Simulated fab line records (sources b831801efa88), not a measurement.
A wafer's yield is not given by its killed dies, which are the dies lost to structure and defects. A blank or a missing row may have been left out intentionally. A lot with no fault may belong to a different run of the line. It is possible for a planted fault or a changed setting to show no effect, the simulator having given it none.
fab line records    flow gf180mcu
record lots=5  wafers=15  lastDay=34
route steps=602 shown V4@502 MIM@503
lots untouched by any fault: they come from a run of this same line in which no faults occurred
startH: hours from the record's opening day to when the first of the lot's shown wafers began    waitH: hours since the lot's step before    " same as the row above    L1.1+2: several wafers, shown together as one row    - value missing, or start not given    * or withheld: withheld    < > ~ a bound
route shown NAME@n: NAME is a module with steps in the file, n the number in the route of the first one    usual: mean and standard deviation over wafers with no fault    same: alike in all rows    chamber/n: place in a boat    sites: each site's reading    _std_site: the values' standard deviation    _edge_site: outer sites' mean less inner sites'    radiusMm: for every site, how far away it sits from the centre of the wafer    mask NAME#n: copy n    behind: the most recent tool/chamber to have shaped the wafer    hold: what put the lot on hold/how long, in hours/how the hold closed    device: the transistor (n, p or np) that didn't switch    end of line: the route-end tests of the same wafers    a step with no rows: only its recipe    killed: dies that structure and defects cost at the first sort, which is not the same as the wafer's yield    map: per-die view of a wafer (x killed, . not killed, _ where there is no die)
set.NAME: the setting that was run; set.NAME@STEP: the one run at that earlier step    model.NAME: the simulator's own value behind a step, which no gauge read
a table for each step, a row for each wafer; lots at some steps of the route
services: from which hour (startH, from the record's first day; less than 0 if before it) a tool's chamber was out of use, for how many hours, and why
## steps
# step GF_V4_CMP_26
# recipe stopOn=SiO2  downForcePsi=3.5  platenRpm=60  tOverpolishS=15  targetThkNm=0  padVelocityMS=0.94248
# usual edgeZonePressureFrac=1.000/0.0049  motorCurrentA=11.2/1  overpolishRunS=15.000/0.0087  platenRpm=60.00/0.05  retainingRingPressureFrac=1.000/0.0053  timeToEndpointS=84/4.8
lot.wafer  tool    chamber  startH  waitH  edgeZonePressureFrac  motorCurrentA  overpolishRunS  platenRpm  retainingRingPressureFrac  timeToEndpointS
L087.1     cmp-02  0        670.46  0.3    1.000                 11.7           14.978          60.04      0.993                      95
L087.4     "       1        "       "      1.002                 12.1           14.993          60.04      0.993                      88
L087.5     "       0        "       "      1.000                 12.3           14.995          59.88      0.992                      91
L088.4     cmp-01  3        678.67  0.1    0.992                 9.6            14.988          59.99      0.996                      87
L088.5     "       2        "       "      1.006                 9.9            15.016          60.00      0.999                      85
L088.6     "       3        "       "      0.993                 9.1            15.004          59.99      0.992                      89
L089.3     cmp-02  3        684.77  0.0    1.003                 11.5           15.005          60.06      1.006                      85
L089.2     "       0        "       "      1.008                 12.3           14.990          59.93      1.002                      88
L089.5     "       3        "       "      1.002                 11.4           15.013          60.06      1.003                      82
L092.1     cmp-01  3        706.86  0.1    1.005                 10.1           15.000          60.07      0.996                      86
L092.2     "       0        "       "      1.000                 10.8           14.991          60.11      1.000                      87
L092.4     "       1        "       "      0.992                 12.4           15.003          59.98      1.010                      94
L094.1     cmp-01  3        714.60  0.1    0.995                 9.8            14.989          59.99      1.001                      89
L094.3     "       0        "       "      1.001                 10.8           15.006          60.08      1.002                      85
L094.2     "       1        "       "      0.984                 12.2           14.981          60.03      0.999                      90
# step GF_MIM_SPUTTER_00
# recipe material=Ti  targetThkNm=37.5  arrivingIonEnergyEv=80  substrateTempC=200  chamberPressurePa=2  powerW=4000  timeS=150
# usual chamberPressurePa=2.000/0.0039  throttleValvePct=30.4/1.3
lot.wafer  tool           chamber  startH  waitH  chamberPressurePa  throttleValvePct
L087.1     pvdSputter-02  -        670.76  0.2    1.998              30.1
L087.4     "              -        "       "      2.001              29.1
L087.5     "              -        "       "      2.004              29.0
L088.4     pvdSputter-03  -        678.92  0.2    1.994              31.0
L088.5     "              -        "       "      1.998              30.8
L088.6     "              -        "       "      2.006              29.0
L089.2     pvdSputter-02  -        685.07  0.2    2.001              28.9
L089.3     "              -        "       "      2.001              30.9
L089.5     "              -        "       "      1.997              33.3
L092.1     pvdSputter-03  -        707.11  0.2    1.998              30.3
L092.2     "              -        "       "      2.000              30.7
L092.4     "              -        "       "      1.997              29.0
L094.1     pvdSputter-02  -        714.85  0.2    1.995              30.2
L094.2     "              -        "       "      1.996              33.1
L094.3     "              -        "       "      2.004              29.1
# step GF_MIM_SPUTTER_01
# recipe material=TiN  targetThkNm=30  powerW=6500  timeS=25  chamberPressurePa=0.4
# usual chamberPressurePa=0.4001/0.00079  throttleValvePct=30.4/1.3
lot.wafer  tool           chamber  startH  waitH  chamberPressurePa  throttleValvePct
L087.1     pvdSputter-02  -        670.86  0.1    0.4002             30.1
L087.4     "              -        "       "      0.4006             28.9
L087.5     "              -        "       "      0.4010             29.1
L088.4     pvdSputter-03  -        679.02  0.1    0.4004             31.1
L088.5     "              -        "       "      0.4000             30.8
L088.6     "              -        "       "      0.4002             29.2
L089.2     pvdSputter-02  -        685.17  0.1    0.3994             28.8
L089.3     "              -        "       "      0.4013             31.1
L089.5     "              -        "       "      0.4001             33.3
L092.1     pvdSputter-03  -        707.21  0.1    0.3987             30.2
L092.2     "              -        "       "      0.4011             31.0
L092.4     "              -        "       "      0.3996             28.9
L094.1     pvdSputter-02  -        714.95  0.1    0.3993             30.2
L094.2     "              -        "       "      0.3998             33.0
L094.3     "              -        "       "      0.4013             29.0
# step GF_MIM_SPUTTER_02
# recipe material=AlCu  targetThkNm=450  powerW=10600  timeS=23.9  chamberPressurePa=0.4
# usual chamberPressurePa=0.3999/0.00085  throttleValvePct=30.4/1.3
lot.wafer  tool           chamber  startH  waitH  chamberPressurePa  throttleValvePct
L087.1     pvdSputter-02  -        670.89  0.0    0.3991             30.2
L087.4     "              -        "       "      0.4012             29.0
L087.5     "              -        "       "      0.4005             29.1
L088.4     pvdSputter-03  -        679.05  0.0    0.4017             30.7
L088.5     "              -        "       "      0.4007             31.0
L088.6     "              -        "       "      0.3999             29.0
L089.2     pvdSputter-02  -        685.20  0.0    0.3999             28.8
L089.3     "              -        "       "      0.4004             31.4
L089.5     "              -        "       "      0.3994             33.3
L092.1     pvdSputter-03  -        707.24  0.0    0.4000             30.0
L092.2     "              -        "       "      0.3988             30.8
L092.4     "              -        "       "      0.3983             28.9
L094.1     pvdSputter-02  -        714.98  0.0    0.3991             30.2
L094.2     "              -        "       "      0.3999             32.9
L094.3     "              -        "       "      0.4001             29.0
# step GF_MIM_SPUTTER_03
# recipe material=Ti  targetThkNm=10  substrateTempC=300  chamberPressurePa=0.3  powerW=3000  timeS=6.7
# usual chamberPressurePa=0.3000/0.00061  throttleValvePct=30.4/1.2
lot.wafer  tool           chamber  startH  waitH  chamberPressurePa  throttleValvePct
L087.1     pvdSputter-02  -        670.92  0.0    0.3002             30.3
L087.4     "              -        "       "      0.3008             29.1
L087.5     "              -        "       "      0.2991             28.9
L088.4     pvdSputter-03  -        679.08  0.0    0.2996             31.0
L088.5     "              -        "       "      0.2999             30.7
L088.6     "              -        "       "      0.3004             29.0
L089.2     pvdSputter-02  -        685.23  0.0    0.2999             29.2
L089.3     "              -        "       "      0.2999             31.1
L089.5     "              -        "       "      0.3006             33.0
L092.1     pvdSputter-03  -        707.27  0.0    0.3010             30.0
L092.2     "              -        "       "      0.3003             31.2
L092.4     "              -        "       "      0.2998             28.9
L094.1     pvdSputter-02  -        715.01  0.0    0.3000             30.1
L094.2     "              -        "       "      0.2999             32.9
L094.3     "              -        "       "      0.3003             28.9
# step GF_MIM_SPUTTER_04
# recipe material=TiN  targetThkNm=50  powerW=6500  timeS=41.7  chamberPressurePa=0.4
# usual chamberPressurePa=0.3999/0.0009  throttleValvePct=30.4/1.3
lot.wafer  tool           chamber  startH  waitH  chamberPressurePa  throttleValvePct
L087.1     pvdSputter-02  -        670.94  0.0    0.3998             30.4
L087.4     "              -        "       "      0.3998             29.1
L087.5     "              -        "       "      0.4000             29.0
L088.4     pvdSputter-03  -        679.10  0.0    0.3994             30.9
L088.5     "              -        "       "      0.3993             31.0
L088.6     "              -        "       "      0.4002             28.8
L089.2     pvdSputter-02  -        685.25  0.0    0.3997             29.1
L089.3     "              -        "       "      0.3996             31.1
L089.5     "              -        "       "      0.3999             33.2
L092.1     pvdSputter-03  -        707.29  0.0    0.3997             30.2
L092.2     "              -        "       "      0.4001             30.7
L092.4     "              -        "       "      0.4006             28.8
L094.1     pvdSputter-02  -        715.03  0.0    0.3999             30.0
L094.2     "              -        "       "      0.4001             33.3
L094.3     "              -        "       "      0.3998             29.1
# step GF_MIM_CVD_05
# recipe material=Si3N4  targetThkNm=42  tempMaxC=400  tempC=385  timeS=29.086  rfW=450
# usual heaterPowerW=656/70  susceptorTempC=384.99/0.22  tempMaxC=399.99/0.22
lot.wafer  tool      chamber  startH  waitH  heaterPowerW  susceptorTempC  tempMaxC
L087.1     pecvd-02  2        670.98  0.0    615           384.91          400.26
L087.4     "         0        "       "      623           385.10          399.92
L087.5     "         2        "       "      606           385.06          399.82
L088.4     pecvd-03  1        679.16  0.0    804           385.35          399.82
L088.5     "         2        "       "      650           385.08          400.00
L088.6     "         0        "       "      710           384.85          399.89
L089.2     pecvd-04  1        685.29  0.0    638           384.86          400.15
L089.3     "         0        "       "      609           384.86          400.06
L089.5     "         1        "       "      624           384.82          400.20
L092.1     pecvd-03  0        707.33  0.0    587           385.10          400.30
L092.2     "         1        "       "      684           384.99          399.62
L092.4     "         1        "       "      708           385.01          399.96
L094.1     pecvd-03  2        715.07  0.0    595           385.05          399.86
L094.2     "         0        "       "      628           385.21          400.35
L094.3     "         1        "       "      692           384.87          399.82
# step GF_MIM_THK_MEAS_06
# recipe reads=Si3N4_of_MIM_CVD_05
# usual MIM_CVD_05_THK=41.8/0.6
lot.wafer  tool          chamber  startH  waitH  MIM_CVD_05_THK[nm]
L087.1     filmMetro-02  -        671.01  0.0    41.3
L087.4     "             -        "       "      41.6
L087.5     "             -        "       "      41.2
L088.4     filmMetro-01  -        679.20  0.0    43.0
L088.5     "             -        "       "      43.0
L088.6     "             -        "       "      42.7
L089.2     filmMetro-02  -        685.35  0.0    41.0
L089.3     "             -        "       "      41.8
L089.5     "             -        "       "      41.5
L092.1     filmMetro-01  -        707.36  0.0    42.7
L092.2     "             -        "       "      42.3
L092.4     "             -        "       "      43.0
L094.1     filmMetro-02  -        715.10  0.0    42.0
L094.2     "             -        "       "      42.2
L094.3     "             -        "       "      42.0
# step GF_MIM_SPUTTER_07
# recipe material=TiN  targetThkNm=60  powerW=6500  timeS=50  chamberPressurePa=0.4
# usual chamberPressurePa=0.4001/0.00081  throttleValvePct=30.4/0.98
lot.wafer  tool           chamber  startH  waitH  chamberPressurePa  throttleValvePct
L087.1     pvdSputter-03  -        671.07  0.1    0.4010             30.0
L087.4     "              -        "       "      0.4015             30.7
L087.5     "              -        "       "      0.4030             30.2
L088.4     pvdSputter-02  -        679.23  0.0    0.4003             30.3
L088.5     "              -        "       "      0.3992             30.3
L088.6     "              -        "       "      0.4006             31.0
L089.2     pvdSputter-01  -        685.40  0.0    0.4007             30.7
L089.3     "              -        "       "      0.3991             30.6
L089.5     "              -        "       "      0.3991             30.1
L092.1     pvdSputter-02  -        707.42  0.1    0.3998             33.3
L092.2     "              -        "       "      0.4000             28.9
L092.4     "              -        "       "      0.4007             30.2
L094.1     pvdSputter-03  -        715.16  0.1    0.3993             30.3
L094.2     "              -        "       "      0.4008             30.8
L094.3     "              -        "       "      0.4010             29.3
# step GF_MIM_SPUTTER_08
# recipe material=AlCu  targetThkNm=200  powerW=10600  timeS=10.6  chamberPressurePa=0.4
# usual chamberPressurePa=0.4001/0.00093  throttleValvePct=30.4/0.98
lot.wafer  tool           chamber  startH  waitH  chamberPressurePa  throttleValvePct
L087.1     pvdSputter-03  -        671.12  0.0    0.3985             30.4
L087.4     "              -        "       "      0.4013             30.8
L087.5     "              -        "       "      0.3992             30.4
L088.4     pvdSputter-02  -        679.28  0.0    0.3992             30.3
L088.5     "              -        "       "      0.3990             30.3
L088.6     "              -        "       "      0.3995             31.3
L089.2     pvdSputter-01  -        685.45  0.0    0.4005             30.4
L089.3     "              -        "       "      0.4004             30.5
L089.5     "              -        "       "      0.4019             30.1
L092.1     pvdSputter-02  -        707.46  0.0    0.3991             33.0
L092.2     "              -        "       "      0.3993             29.0
L092.4     "              -        "       "      0.4000             30.3
L094.1     pvdSputter-03  -        715.21  0.0    0.4001             30.4
L094.2     "              -        "       "      0.4002             30.7
L094.3     "              -        "       "      0.4012             29.3
# step GF_MIM_SPUTTER_09
# recipe material=TiN  targetThkNm=35  powerW=6500  timeS=29.2  chamberPressurePa=0.4
# usual chamberPressurePa=0.3999/0.00081  throttleValvePct=30.4/0.96
lot.wafer  tool           chamber  startH  waitH  chamberPressurePa  throttleValvePct
L087.1     pvdSputter-03  -        671.14  0.0    0.3990             30.4
L087.4     "              -        "       "      0.3987             30.8
L087.5     "              -        "       "      0.3995             30.1
L088.4     pvdSputter-02  -        679.30  0.0    0.3986             30.4
L088.5     "              -        "       "      0.3991             30.4
L088.6     "              -        "       "      0.4002             31.2
L089.2     pvdSputter-01  -        685.47  0.0    0.3997             30.6
L089.3     "              -        "       "      0.4001             30.6
L089.5     "              -        "       "      0.4007             30.3
L092.1     pvdSputter-02  -        707.49  0.0    0.4008             32.9
L092.2     "              -        "       "      0.3998             28.7
L092.4     "              -        "       "      0.4001             30.0
L094.1     pvdSputter-03  -        715.23  0.0    0.4000             29.9
L094.2     "              -        "       "      0.4006             30.9
L094.3     "              -        "       "      0.4007             29.2
# step GF_MIM_RS_MEAS_10
# recipe thkMeasGauge=four-point-probe  reads=TiN_of_MIM_SPUTTER_09+AlCu_of_MIM_SPUTTER_08+TiN_of_MIM_SPUTTER_07
# usual MIM_ALCU_RS=0.1606/0.0018
lot.wafer  tool          chamber  startH  waitH  MIM_ALCU_RS[ohm/sq]
L087.1     filmMetro-01  -        671.17  0.0    0.1585
L087.4     "             -        "       "      0.1611
L087.5     "             -        "       "      0.1587
L088.4     filmMetro-01  -        679.40  0.1    0.1610
L088.5     "             -        "       "      0.1619
L088.6     "             -        "       "      0.1613
L089.2     filmMetro-02  -        685.52  0.0    0.1579
L089.3     "             -        "       "      0.1595
L089.5     "             -        "       "      0.1575
L092.1     filmMetro-02  -        707.52  0.0    0.1603
L092.2     "             -        "       "      0.1578
L092.4     "             -        "       "      0.1591
L094.1     filmMetro-01  -        715.26  0.0    0.1596
L094.2     "             -        "       "      0.1628
L094.3     "             -        "       "      0.1609
# step GF_MIM_THK_MEAS_11
# recipe thkMeasGauge=xrf  reads=AlCu_of_MIM_SPUTTER_08
# usual MIM_ALCU_THK=197.5/2.5
lot.wafer  tool          chamber  startH  waitH  MIM_ALCU_THK[nm]
L087.1     filmMetro-01  -        671.29  0.1    200.0
L087.4     "             -        "       "      196.8
L087.5     "             -        "       "      199.5
L088.4     filmMetro-01  -        679.49  0.1    196.6
L088.5     "             -        "       "      195.2
L088.6     "             -        "       "      195.9
L089.2     filmMetro-02  -        685.63  0.1    202.2
L089.3     "             -        "       "      199.0
L089.5     "             -        "       "      201.4
L092.1     filmMetro-02  -        707.64  0.1    198.5
L092.2     "             -        "       "      201.4
L092.4     "             -        "       "      201.7
L094.1     filmMetro-01  -        715.38  0.1    198.6
L094.2     "             -        "       "      193.4
L094.3     "             -        "       "      197.2
# step GF_MIM_DEHYDRATE_12
# recipe tempC=200  timeS=60
# usual exhaustPa=44.9/0.9  resistLineTempC=22.98/0.11
lot.wafer  tool           chamber  startH  waitH  exhaustPa  resistLineTempC
L087.1     lithoTrack-01  0        680.09  8.8    45.1       22.96
L087.4     "              0        "       "      43.5       22.98
L087.5     "              0        "       "      44.0       23.01
L088.4     lithoTrack-02  0        688.64  9.1    45.3       22.80
L088.5     "              0        "       "      44.9       23.00
L088.6     "              0        "       "      45.0       22.95
L089.2     lithoTrack-01  0        694.21  8.6    45.5       23.03
L089.3     "              0        "       "      45.4       23.07
L089.5     "              0        "       "      45.0       22.91
L092.1     lithoTrack-02  0        715.66  8.0    44.5       23.05
L092.2     "              0        "       "      45.1       22.93
L092.4     "              0        "       "      44.4       22.91
L094.1     lithoTrack-01  0        724.09  8.7    43.8       22.92
L094.2     "              0        "       "      44.5       22.97
L094.3     "              0        "       "      44.9       22.96
# step GF_MIM_HMDS_13
# recipe primeTimeS=60  primeTempC=120
# usual exhaustPa=44.9/0.76  resistLineTempC=23.02/0.098
lot.wafer  tool           chamber  startH  waitH  exhaustPa  resistLineTempC
L087.1     lithoTrack-01  0        680.24  0.1    45.7       22.90
L087.4     "              0        "       "      45.8       23.00
L087.5     "              0        "       "      45.3       22.92
L088.4     lithoTrack-02  0        688.79  0.1    44.8       22.98
L088.5     "              0        "       "      45.2       22.95
L088.6     "              0        "       "      43.9       23.01
L089.2     lithoTrack-01  0        694.36  0.1    45.9       23.16
L089.3     "              0        "       "      45.3       22.84
L089.5     "              0        "       "      45.0       22.98
L092.1     lithoTrack-02  0        715.81  0.1    45.5       22.94
L092.2     "              0        "       "      45.6       23.02
L092.4     "              0        "       "      45.5       22.99
L094.1     lithoTrack-01  0        724.24  0.1    44.1       22.95
L094.2     "              0        "       "      43.6       22.91
L094.3     "              0        "       "      44.4       23.10
# step GF_MIM_COAT_14
# recipe resist=NOVOLAK  spinRpm=3000  resistThkNm=1000
# usual exhaustPa=45.2/0.89  resistLineTempC=22.98/0.097
lot.wafer  tool           chamber  startH  waitH  exhaustPa  resistLineTempC
L087.1     lithoTrack-01  0        680.39  0.1    46.5       22.98
L087.4     "              0        "       "      44.5       22.95
L087.5     "              0        "       "      44.2       22.96
L088.4     lithoTrack-02  0        688.94  0.1    45.8       22.87
L088.5     "              0        "       "      45.4       22.97
L088.6     "              0        "       "      46.9       22.78
L089.2     lithoTrack-01  0        694.51  0.1    45.2       23.09
L089.3     "              0        "       "      45.4       22.96
L089.5     "              0        "       "      44.5       22.85
L092.1     lithoTrack-02  0        715.96  0.1    45.0       22.81
L092.2     "              0        "       "      45.8       22.88
L092.4     "              0        "       "      44.7       22.91
L094.1     lithoTrack-01  0        724.39  0.1    44.4       23.00
L094.2     "              0        "       "      45.5       22.83
L094.3     "              0        "       "      45.9       22.82
# step GF_MIM_SOFTBAKE_15
# recipe tempC=90  timeS=60  resist=NOVOLAK
# usual exhaustPa=45.0/0.85  resistLineTempC=23.01/0.1
lot.wafer  tool           chamber  startH  waitH  exhaustPa  resistLineTempC
L087.1     lithoTrack-01  0        680.54  0.1    46.0       23.09
L087.4     "              0        "       "      44.5       22.98
L087.5     "              0        "       "      44.0       23.20
L088.4     lithoTrack-02  0        689.09  0.1    45.9       22.97
L088.5     "              0        "       "      44.2       23.00
L088.6     "              0        "       "      45.5       23.00
L089.2     lithoTrack-01  0        694.66  0.1    43.0       22.88
L089.3     "              0        "       "      44.4       23.07
L089.5     "              0        "       "      45.1       22.84
L092.1     lithoTrack-02  0        716.11  0.1    45.2       22.88
L092.2     "              0        "       "      45.9       22.81
L092.4     "              0        "       "      45.3       22.76
L094.1     lithoTrack-01  0        724.54  0.1    44.9       22.87
L094.2     "              0        "       "      45.0       22.96
L094.3     "              0        "       "      45.2       23.06
# step GF_MIM_EXPOSE_16
# recipe maskId=FuseTop  targetCdNm=2000  na=0.6  sourceShape=conventional  sigmaOuter=0.6  doseMj=140
lot.wafer   tool             chamber  startH  waitH  mask
L087.1+4+5  ilineStepper-02  0        -       -      FuseTop#0
L088.4+5+6  ilineStepper-02  0        -       -      FuseTop#0
L089.2+3+5  ilineStepper-02  0        -       -      FuseTop#0
L092.1+2+4  ilineStepper-02  0        -       -      FuseTop#0
L094.1+2+3  ilineStepper-01  0        -       -      FuseTop#0
# step GF_MIM_PEB_17
# recipe tempC=withheld  timeS=*  resist=NOVOLAK
# usual exhaustPa=44.9/1.2  resistLineTempC=*
lot.wafer  tool           chamber  startH  waitH  exhaustPa  resistLineTempC
L087.1     lithoTrack-04  0        -       -      45.9       *
L087.4     "              0        "       "      43.5       *
L087.5     "              0        "       "      45.2       *
L088.4     lithoTrack-04  0        -       -      47.0       *
L088.5     "              0        "       "      45.9       *
L088.6     "              0        "       "      45.0       *
L089.2     lithoTrack-01  0        -       -      43.7       *
L089.3     "              0        "       "      44.7       *
L089.5     "              0        "       "      45.7       *
L092.1     lithoTrack-01  0        -       -      45.1       *
L092.2     "              0        "       "      43.7       *
L092.4     "              0        "       "      45.3       *
L094.1     lithoTrack-04  0        -       -      45.5       *
L094.2     "              0        "       "      44.8       *
L094.3     "              0        "       "      44.7       *
# step GF_MIM_DEVELOP_18
# recipe developTimeS=60  devTempC=23
# usual exhaustPa=45.1/1  resistLineTempC=23.01/0.093
lot.wafer  tool           chamber  startH  waitH  exhaustPa  resistLineTempC
L087.1     lithoTrack-04  0        690.16  0.1    43.3       23.13
L087.4     "              0        "       "      43.4       23.08
L087.5     "              0        "       "      43.4       23.03
L088.4     lithoTrack-04  0        698.44  0.1    44.8       23.14
L088.5     "              0        "       "      45.1       22.81
L088.6     "              0        "       "      44.7       23.19
L089.2     lithoTrack-01  0        704.06  0.1    45.1       23.08
L089.3     "              0        "       "      45.8       23.00
L089.5     "              0        "       "      44.8       22.92
L092.1     lithoTrack-01  0        724.84  0.1    43.2       23.06
L092.2     "              0        "       "      44.8       23.06
L092.4     "              0        "       "      43.4       23.01
L094.1     lithoTrack-04  0        733.46  0.1    46.2       23.08
L094.2     "              0        "       "      45.6       23.04
L094.3     "              0        "       "      46.3       22.95
# step GF_MIM_METAL_ETCH_19
# recipe chemistry=Cl2/BCl3  maskMaterial=NOVOLAK  stopOn=Si3N4  targetDepthNm=324.5  pressureMtorr=8  icpW=800  biasW=140  Cl2_flow_sccm=80  bcl3FlowSccm=40  timeS=54.1
# usual biasW=140.0/0.44  drypumpMotorCurrentA=5.5/0.48  oesProductAu=0.940/0.0062  throttleValvePct=28.285/0.011
lot.wafer  tool         chamber  startH  waitH  biasW  drypumpMotorCurrentA  oesProductAu  rfHoursCounterH  throttleValvePct
L087.1     rieMetal-04  0        690.31  0.1    138.9  5.1                   0.944         4                28.267
L087.4     "            0        "       "      139.3  5.1                   0.938         -                28.305
L087.5     "            1        "       "      140.2  5.6                   0.943         -                28.257
L088.4     rieMetal-04  0        698.54  0.1    139.4  5.1                   0.942         -                28.292
L088.5     "            1        "       "      139.7  5.6                   0.933         -                28.291
L088.6     "            0        "       "      139.5  5.1                   0.934         -                28.280
L089.2     rieMetal-04  0        704.19  0.1    139.7  5.1                   0.953         5                28.270
L089.3     "            1        "       "      139.4  5.6                   0.946         -                28.285
L089.5     "            1        "       "      139.8  5.6                   0.944         -                28.275
L092.1     rieMetal-03  1        724.99  0.1    140.2  4.8                   0.935         9                28.281
L092.2     "            0        "       "      139.9  5.8                   0.947         8                28.258
L092.4     "            0        "       "      140.2  5.7                   0.940         -                28.287
L094.1     rieMetal-02  1        733.61  0.1    139.8  6.4                   0.939         7                28.276
L094.2     "            0        "       "      140.7  5.3                   0.932         13               28.293
L094.3     "            0        "       "      140.6  5.3                   0.937         -                28.288
# step GF_MIM_STRIP_20
# recipe chemistry=O2/N2  powerW=1400  pressureMtorr=1500  platenTempC=250  o2FlowSccm=3000  n2FlowSccm=300  overashFraction=0.5
# usual drypumpMotorCurrentA=5.8/0.56  heaterPowerW=339/24  oesProductAu=0.692/0.005  stripTimeToEndpointS=11.22/0.038
lot.wafer  tool            chamber  startH  waitH  drypumpMotorCurrentA  heaterPowerW  oesProductAu  rfHoursCounterH  stripTimeToEndpointS
L087.1     plasmaAsher-04  0        690.38  0.0    5.1                   304           0.692         31               11.26
L087.4     "               0        "       "      5.1                   315           0.699         -                11.27
L087.5     "               0        "       "      5.1                   319           0.691         -                11.25
L088.4     plasmaAsher-02  0        698.62  0.1    6.2                   370           0.689         -                11.19
L088.5     "               0        "       "      6.2                   376           0.702         -                11.29
L088.6     "               1        "       "      5.9                   336           0.692         -                11.27
L089.2     plasmaAsher-04  0        704.26  0.0    5.1                   316           0.688         33               11.18
L089.3     "               1        "       "      6.6                   350           0.693         -                11.21
L089.5     "               0        "       "      5.1                   315           0.688         -                11.19
L092.1     plasmaAsher-02  1        725.06  0.0    5.9                   338           0.686         92               11.20
L092.2     "               0        "       "      6.2                   383           0.691         92               11.19
L092.4     "               0        "       "      6.2                   380           0.688         -                11.19
L094.1     plasmaAsher-02  0        733.68  0.0    6.2                   380           0.695         93               11.16
L094.2     "               1        "       "      5.9                   337           0.696         93               11.15
L094.3     "               0        "       "      6.2                   378           0.690         -                11.18
# step GF_MIM_STRIP_21
# recipe chemistry=postEtchResidueRemover  timeS=1200  tempC=72.5
lot.wafer   tool         chamber  startH  waitH
L087.1+4+5  wetBench-01  1        690.48  0.1
L088.4+5+6  wetBench-04  2        698.68  0.0
L089.2+3+5  wetBench-03  0        704.36  0.1
L092.1+2+4  wetBench-04  0        725.16  0.1
L094.1+2+3  wetBench-04  2        733.78  0.1
## services
tool             chamber  startH  hours  kind
cmp-01           -        650.45  1.9    repair
wetBench-04      -        653.23  3.1    repair
cmp-01           -        656.19  1.1    repair
cmp-01           -        661.53  0.4    repair
cmp-01           -        667.30  7.6    pm
pvdSputter-02    -        672.76  5.2    repair
pecvd-04         2        676.07  10.9   repair
cmp-02           -        686.86  4.5    repair
pvdSputter-01    -        691.19  4.7    repair
pvdSputter-03    -        693.65  13.4   repair
ilineStepper-01  -        699.97  5.9    repair
cmp-01           -        701.37  0.3    repair
pvdSputter-01    0        707.63  -      consumableReplace:kit
pvdSputter-01    0        707.63  18.0   scheduledDown
pvdSputter-01    0        707.63  18.0   ventCycle
pvdSputter-02    0        720.48  -      consumableReplace:kit
pvdSputter-02    0        720.48  18.0   scheduledDown
pvdSputter-02    0        720.48  18.0   ventCycle
pvdSputter-03    2        720.59  -      consumableReplace:kit
pvdSputter-03    2        720.59  18.0   scheduledDown
pvdSputter-03    2        720.59  18.0   ventCycle
pecvd-02         -        729.62  2.8    pm
plasmaAsher-04   -        730.99  0.6    repair
cmp-01           -        732.81  2.5    repair
## key
fault none
